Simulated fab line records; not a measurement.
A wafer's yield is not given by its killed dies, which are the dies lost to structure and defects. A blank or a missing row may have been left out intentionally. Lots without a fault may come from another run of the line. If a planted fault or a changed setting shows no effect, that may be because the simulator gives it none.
The tool behind it: which one? :: flow sky130 :: 12 lots with 36 wafers sampled at 2 steps, on a route of 708 steps

WHAT THE GAUGES READ, wafer by wafer
SKY_POLY_GATE_THK_MEAS_01.
lot: L277
measured: day 15 16:49
on: film_metro-01
POLY_GATE_CVD_00_THK (nm): 180.6 176.9 177.4

lot: L279
measured: day 16 15:32
on: film_metro-04
POLY_GATE_CVD_00_THK (nm): 180.0 178.7 179.2

lot: L280
measured: day 16 18:14
on: film_metro-04
POLY_GATE_CVD_00_THK (nm): 180.1 179.1 179.0

lot: L281
measured: day 16 21:22
on: film_metro-04
POLY_GATE_CVD_00_THK (nm): 179.6 180.3 179.8

lot: L285
measured: day 18 11:26
on: film_metro-01
POLY_GATE_CVD_00_THK (nm): 177.8 179.8 179.6

lot: L287
measured: day 19 04:59
on: film_metro-04
POLY_GATE_CVD_00_THK (nm): 179.0 181.7 180.8

lot: L286
measured: day 19 06:10
on: film_metro-02
POLY_GATE_CVD_00_THK (nm): 176.9 179.6 177.6

lot: L288
measured: day 19 07:46
on: film_metro-02
POLY_GATE_CVD_00_THK (nm): 177.7 179.2 178.4

lot: L294
measured: day 21 18:49
on: film_metro-02
POLY_GATE_CVD_00_THK (nm): 180.0 179.8 178.1

lot: L295
measured: day 21 22:18
on: film_metro-04
POLY_GATE_CVD_00_THK (nm): 178.4 178.1 176.8

lot: L296
measured: day 21 23:30
on: film_metro-04
POLY_GATE_CVD_00_THK (nm): 181.1 182.3 181.7

lot: L297
measured: day 22 17:47
on: film_metro-04
POLY_GATE_CVD_00_THK (nm): 179.4 178.0 179.7

EACH LOT AND THE TOOL THAT RAN IT (in order: tool; ch and the chambers of the sampled wafers; start)
lot: L277
SKY_GATE_OXIDE_STRIP_13: plasma_asher-02 ch 0,1, day 15 12:12

lot: L279
SKY_GATE_OXIDE_STRIP_13: plasma_asher-03 ch 0,1, day 16 10:45

lot: L280
SKY_GATE_OXIDE_STRIP_13: plasma_asher-01 ch 0,1, day 16 13:34

lot: L281
SKY_GATE_OXIDE_STRIP_13: plasma_asher-01 ch 0,1, day 16 17:43

lot: L285
SKY_GATE_OXIDE_STRIP_13: plasma_asher-02 ch 0, day 18 04:43

lot: L287
SKY_GATE_OXIDE_STRIP_13: plasma_asher-02 ch 0,1, day 19 01:54

lot: L286
SKY_GATE_OXIDE_STRIP_13: plasma_asher-03 ch 0,1, day 19 02:10

lot: L288
SKY_GATE_OXIDE_STRIP_13: plasma_asher-02 ch 0,1, day 19 04:27

lot: L294
SKY_GATE_OXIDE_STRIP_13: plasma_asher-03 ch 0,1, day 21 15:52

lot: L295
SKY_GATE_OXIDE_STRIP_13: plasma_asher-01 ch 0,1, day 21 19:22

lot: L296
SKY_GATE_OXIDE_STRIP_13: plasma_asher-01 ch 0,1, day 21 20:16

lot: L297
SKY_GATE_OXIDE_STRIP_13: plasma_asher-01 ch 0,1, day 22 14:51
- SKY_GATE_OXIDE_STRIP_13: strips in O2/N2.

WHAT THE TOOLS THEMSELVES READ (means of the sampled wafers that have a number; where no wafer has one, the mark that the record gives instead)
SKY_GATE_OXIDE_STRIP_13.
lot: L277
tool: plasma_asher-02
drypump_motor_current_A (A): 5.2
n2_flow_sccm (sccm): 300.9
oes_product_au (a.u.): 0.715
strip_time_to_endpoint_s (s): 14.19

lot: L279
tool: plasma_asher-03
drypump_motor_current_A (A): 6.1
n2_flow_sccm (sccm): 300.1
oes_product_au (a.u.): 0.714
strip_time_to_endpoint_s (s): 14.19

lot: L280
tool: plasma_asher-01
drypump_motor_current_A (A): 6.0
n2_flow_sccm (sccm): 300.0
oes_product_au (a.u.): 0.713
strip_time_to_endpoint_s (s): 14.18

lot: L281
tool: plasma_asher-01
drypump_motor_current_A (A): 5.6
n2_flow_sccm (sccm): 300.8
oes_product_au (a.u.): 0.714
strip_time_to_endpoint_s (s): 14.16

lot: L285
tool: plasma_asher-02
drypump_motor_current_A (A): 5.2
n2_flow_sccm (sccm): 299.1
oes_product_au (a.u.): 0.718
strip_time_to_endpoint_s (s): 14.20

lot: L287
tool: plasma_asher-02
drypump_motor_current_A (A): 5.2
n2_flow_sccm (sccm): 300.5
oes_product_au (a.u.): 0.717
strip_time_to_endpoint_s (s): 14.13

lot: L286
tool: plasma_asher-03
drypump_motor_current_A (A): 6.1
n2_flow_sccm (sccm): 299.8
oes_product_au (a.u.): 0.718
strip_time_to_endpoint_s (s): 14.25

lot: L288
tool: plasma_asher-02
drypump_motor_current_A (A): 5.2
n2_flow_sccm (sccm): 299.5
oes_product_au (a.u.): 0.715
strip_time_to_endpoint_s (s): 14.16

lot: L294
tool: plasma_asher-03
drypump_motor_current_A (A): 6.1
n2_flow_sccm (sccm): 299.4
oes_product_au (a.u.): 0.719
strip_time_to_endpoint_s (s): 14.17

lot: L295
tool: plasma_asher-01
drypump_motor_current_A (A): 6.0
n2_flow_sccm (sccm): 300.1
oes_product_au (a.u.): 0.712
strip_time_to_endpoint_s (s): 14.13

lot: L296
tool: plasma_asher-01
drypump_motor_current_A (A): 6.0
n2_flow_sccm (sccm): 301.2
oes_product_au (a.u.): 0.717
strip_time_to_endpoint_s (s): 14.15

lot: L297
tool: plasma_asher-01
drypump_motor_current_A (A): 6.0
n2_flow_sccm (sccm): 300.1
oes_product_au (a.u.): 0.713
strip_time_to_endpoint_s (s): 14.18

THE ANSWER, worked out from the rows above alone
Rule: the lots themselves supply what counts as usual. The widest of any qualifying gaps counts: lots, ordered by their means at a reading, are off when they make up no more than a third of the lots, leave a main group of 4 or more, and stand apart from it by 3 or more times the standard deviation of that group's means. If all means in a main group match to the digits the tables above print for the reading, that group is not used. A lot without any number at a reading at which 4 lots or more have one is off too. Where the step has rows for the other lots, those lots are counted as sound. Order of review: gauges by route order, followed by the tools' own readings, for which a lot's mean as printed above is used. The first step at which some lot is off is used, and at that step the reading that is off furthest; a lot without a number counts as furthest.
No lot is off at any reading shown: from this, nothing can be told.

WHAT WAS PUT IN BY THE SIMULATOR
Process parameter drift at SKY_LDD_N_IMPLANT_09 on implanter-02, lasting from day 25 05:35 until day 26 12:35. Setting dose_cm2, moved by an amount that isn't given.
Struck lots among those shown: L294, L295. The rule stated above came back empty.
